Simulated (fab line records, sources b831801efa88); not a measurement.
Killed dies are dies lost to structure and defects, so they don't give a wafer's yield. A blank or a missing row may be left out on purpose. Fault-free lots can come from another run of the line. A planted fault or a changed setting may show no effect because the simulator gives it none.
Which tool was responsible? ; flow sky130 ; 42 wafers from 14 lots sampled at 6 of the route's 708 steps

WHAT THE GAUGES SHOWED, per wafer
SKY_VT_ADJUST_HVTR_OVL_MEAS_08.
lot;measured;on;VT_ADJUST_HVTR_OVL (nm)
L172;day 9 14:02;overlay-02;1.9 0.3 4.6
L174;day 9 21:59;overlay-02;-0.4 -1.4 -1.6
L175;day 10 08:25;overlay-02;1.8 1.1 0.3
L178;day 11 04:38;overlay-02;1.2 0.5 1.3
L179;day 11 13:21;overlay-02;0.7 1.4 3.3
L183;day 12 23:32;overlay-02;-0.2 -0.3 -0.4
L185;day 13 16:50;overlay-01;0.1 -1.1 -2.1
L187;day 14 09:23;overlay-02;0.8 -0.4 -0.8
L189;day 14 23:21;overlay-02;0.2 0.3 -0.5
L190;day 15 07:52;overlay-02;0.6 1.7 0.9
L191;day 15 11:25;overlay-02;0.7 1.4 0.9
L192;day 15 13:31;overlay-02;0.9 0.7 1.5
L194;day 16 08:24;overlay-01;2.3 1.4 1.2
L195;day 16 12:21;overlay-01;0.4 0.6 1.1

SKY_LDD_N_TW_MEAS_17.
lot;measured;on;LDD_N_TW
L172;day 18 01:29;filmMetro-01;2558 2567 2565
L174;day 18 13:02;filmMetro-01;2570 2550 2555
L175;day 18 20:35;filmMetro-03;2579 2589 2568
L178;day 20 00:13;filmMetro-01;2433 2418 2405 2420 2420 2421
L179;day 21 07:04;filmMetro-01;2417 2422 2405 2419 2422 2398
L183;day 22 13:26;filmMetro-03;2577 2574 2585
L185;day 23 10:37;filmMetro-04;2562 2574 2579
L187;day 23 22:05;filmMetro-03;2601 2583 2578
L189;day 24 14:02;filmMetro-01;2548 2547 2540
L190;day 25 03:24;filmMetro-04;2578 2581 2575
L191;day 25 02:58;filmMetro-01;2551 2543 2548
L192;day 25 03:26;filmMetro-01;2553 2549 2547
L194;day 25 23:15;filmMetro-01;2546 2535 2533
L195;day 26 01:16;filmMetro-04;2578 2557 2582

WHAT TOOL EACH LOT RAN ON (gives the tool, then ch and the chambers of the sampled wafers, and finally the start)
lot;SKY_VT_ADJUST_HVTR_STRIP_10;SKY_SONOS_ONO_ETCH_15;SKY_LDD_N_IMPLANT_11;SKY_LDD_N_STRIP_16
L172;plasmaAsher-03 ch 0,1, day 9 14:13;rieDiel-04 ch 2,3, day 12 19:49;implanter-02 ch 0, day 18 00:40;plasmaAsher-01 ch 0,1, day 18 01:23
L174;plasmaAsher-02 ch 0,1, day 9 22:10;rieDiel-02 ch 1,3, day 13 04:25;implanter-03 ch 0, day 18 12:13;plasmaAsher-04 ch 1, day 18 12:56
L175;plasmaAsher-03 ch 0,1, day 10 08:35;rieDiel-04 ch 1,2,3, day 13 14:13;implanter-01 ch 0, day 18 19:45;plasmaAsher-03 ch 0,1, day 18 20:29
L178;plasmaAsher-03 ch 0,1, day 11 04:49;rieDiel-02 ch 1,2,3, day 14 12:30;implanter-03, day 19 23:22;plasmaAsher-01 ch 0,1, day 20 00:07
L179;plasmaAsher-03 ch 0,1, day 11 13:32;rieDiel-04 ch 0,1,2, day 15 01:43;implanter-03, day 21 06:13;plasmaAsher-01 ch 0,1, day 21 06:58
L183;plasmaAsher-03 ch 0,1, day 12 23:43;rieDiel-03 ch 2,3, day 16 17:25;implanter-03 ch 0, day 22 12:35;plasmaAsher-04 ch 0,1, day 22 13:20
L185;plasmaAsher-02 ch 0, day 13 17:01;rieDiel-02 ch 0,2, day 17 09:04;implanter-02 ch 0, day 23 09:47;plasmaAsher-01 ch 0,1, day 23 10:31
L187;plasmaAsher-02 ch 0,1, day 14 09:34;rieDiel-03 ch 1,2,3, day 18 05:08;implanter-03 ch 0, day 23 21:14;plasmaAsher-03 ch 0,1, day 23 21:59
L189;plasmaAsher-02 ch 0,1, day 14 23:32;rieDiel-04 ch 1,2,3, day 18 18:14;implanter-03 ch 0, day 24 13:11;plasmaAsher-04 ch 0,1, day 24 13:56
L190;plasmaAsher-03 ch 0,1, day 15 08:04;rieDiel-04 ch 0,1, day 19 11:41;implanter-02 ch 0, day 25 02:35;plasmaAsher-04 ch 0,1, day 25 03:19
L191;plasmaAsher-02 ch 0,1, day 15 11:35;rieDiel-04 ch 2,3, day 19 12:07;implanter-03 ch 0, day 25 02:07;plasmaAsher-03 ch 0,1, day 25 02:52
L192;plasmaAsher-03 ch 0,1, day 15 13:50;rieDiel-03 ch 0,1,3, day 19 11:59;implanter-01 ch 0, day 25 02:35;plasmaAsher-01 ch 0,1, day 25 03:20
L194;plasmaAsher-01 ch 0,1, day 16 08:35;rieDiel-02 ch 0,1,3, day 20 08:59;implanter-03 ch 0, day 25 22:25;plasmaAsher-03 ch 0,1, day 25 23:08
L195;plasmaAsher-03 ch 0,1, day 16 12:32;rieDiel-04 ch 2,3, day 20 09:03;implanter-01 ch 0, day 26 00:25;plasmaAsher-04 ch 0, day 26 01:10
- SKY_VT_ADJUST_HVTR_STRIP_10: strips in O2/N2.
- SKY_SONOS_ONO_ETCH_15: etches the open film in CHF3/O2, target depth 19.52 nm, time 7.8 s.
- SKY_LDD_N_IMPLANT_11
- SKY_LDD_N_STRIP_16: strips in O2/N2.

WHAT THE TOOLS THEMSELVES READ (means of the sampled wafers that have a number; where no wafer has one, the mark that the record gives instead)
SKY_VT_ADJUST_HVTR_STRIP_10.
lot;tool;drypumpMotorCurrentA (A);oesProductAu (a.u.);stripTimeToEndpointS (s)
L172;plasmaAsher-03;5.8;0.714;14.32
L174;plasmaAsher-02;5.7;0.716;14.29
L175;plasmaAsher-03;5.8;0.718;14.35
L178;plasmaAsher-03;5.8;0.715;14.34
L179;plasmaAsher-03;5.8;0.716;14.28
L183;plasmaAsher-03;5.8;0.716;14.25
L185;plasmaAsher-02;6.3;0.716;14.24
L187;plasmaAsher-02;5.7;0.715;14.30
L189;plasmaAsher-02;5.7;0.713;14.27
L190;plasmaAsher-03;5.7;0.715;14.28
L191;plasmaAsher-02;5.7;0.714;14.36
L192;plasmaAsher-03;5.8;0.715;14.29
L194;plasmaAsher-01;5.5;0.715;14.34
L195;plasmaAsher-03;5.8;0.720;14.32

SKY_SONOS_ONO_ETCH_15.
lot;tool;drypumpMotorCurrentA (A);oesProductAu (a.u.);throttleValvePct (%)
L172;rieDiel-04;5.3;1.001;8.826
L174;rieDiel-02;5.3;1.004;8.826
L175;rieDiel-04;5.3;1.002;8.827
L178;rieDiel-02;5.6;1.002;8.826
L179;rieDiel-04;5.1;1.001;8.824
L183;rieDiel-03;4.9;1.009;8.819
L185;rieDiel-02;6.3;1.000;8.817
L187;rieDiel-03;5.0;1.001;8.826
L189;rieDiel-04;5.3;1.004;8.819
L190;rieDiel-04;5.3;0.995;8.825
L191;rieDiel-04;5.2;1.001;8.828
L192;rieDiel-03;5.3;1.008;8.824
L194;rieDiel-02;5.5;1.001;8.814
L195;rieDiel-04;5.2;0.992;8.822

SKY_LDD_N_IMPLANT_11.
lot;tool;beamEnergyKeV;beamOnS (s)
L172;implanter-02;20.004;9.85
L174;implanter-03;19.999;10.07
L175;implanter-01;19.997;9.95
L178;implanter-03;-;-
L179;implanter-03;-;-
L183;implanter-03;20.004;9.96
L185;implanter-02;19.995;10.09
L187;implanter-03;19.989;9.96
L189;implanter-03;19.995;10.03
L190;implanter-02;20.003;9.90
L191;implanter-03;20.009;9.87
L192;implanter-01;20.013;10.10
L194;implanter-03;19.999;10.05
L195;implanter-01;20.006;10.26

SKY_LDD_N_STRIP_16.
lot;tool;drypumpMotorCurrentA (A);oesProductAu (a.u.);stripTimeToEndpointS (s)
L172;plasmaAsher-01;5.9;0.406;4.329
L174;plasmaAsher-04;5.0;0.407;4.304
L175;plasmaAsher-03;5.7;0.407;4.308
L178;plasmaAsher-01;5.9;0.405;4.136
L179;plasmaAsher-01;5.4;0.411;4.155
L183;plasmaAsher-04;5.6;0.407;4.299
L185;plasmaAsher-01;5.5;0.410;4.318
L187;plasmaAsher-03;5.8;0.404;4.311
L189;plasmaAsher-04;5.6;0.408;4.328
L190;plasmaAsher-04;5.3;0.404;4.331
L191;plasmaAsher-03;5.8;0.410;4.303
L192;plasmaAsher-01;5.5;0.410;4.304
L194;plasmaAsher-03;5.8;0.409;4.325
L195;plasmaAsher-04;5.9;0.410;4.328

THE ANSWER, worked out from the rows above alone
Rule: the lots themselves supply what counts as usual. Put in order of their means at a reading, lots are off if they are a third of the lots or fewer, leave a main group of 4 or more, and stand apart from it by a gap of 3 or more times the standard deviation of the main group's means; of several such gaps the widest counts. The tables above print the reading to a certain number of digits; a main group whose means all agree to those digits is not used. Also off: a lot with no number at a reading for which 4 or more lots have one. The other lots that the step has rows for count as sound. The gauges are gone through in route order, then the tools' own readings, and for those a lot's mean is taken as printed above. At the first step where some lot is off, the reading lying furthest off is the one used; lots without a number count as furthest.
Off: L178, L179, at SKY_LDD_N_TW_MEAS_17 (LDD_N_TW). For the main group the mean is 2564 and the standard deviation 15.
If a tool, at a process step before that reading, ran all the lots that are off and no sound lot after the first of them, it fits. The gauges at SKY_LDD_N_TW_MEAS_17 aren't tried: what is off there is off at SKY_LDD_N_IMPLANT_11 too, on other tools, and a gauge's error can't cause that. Not one of the candidates tried fits.

WHAT WAS PUT IN BY THE SIMULATOR
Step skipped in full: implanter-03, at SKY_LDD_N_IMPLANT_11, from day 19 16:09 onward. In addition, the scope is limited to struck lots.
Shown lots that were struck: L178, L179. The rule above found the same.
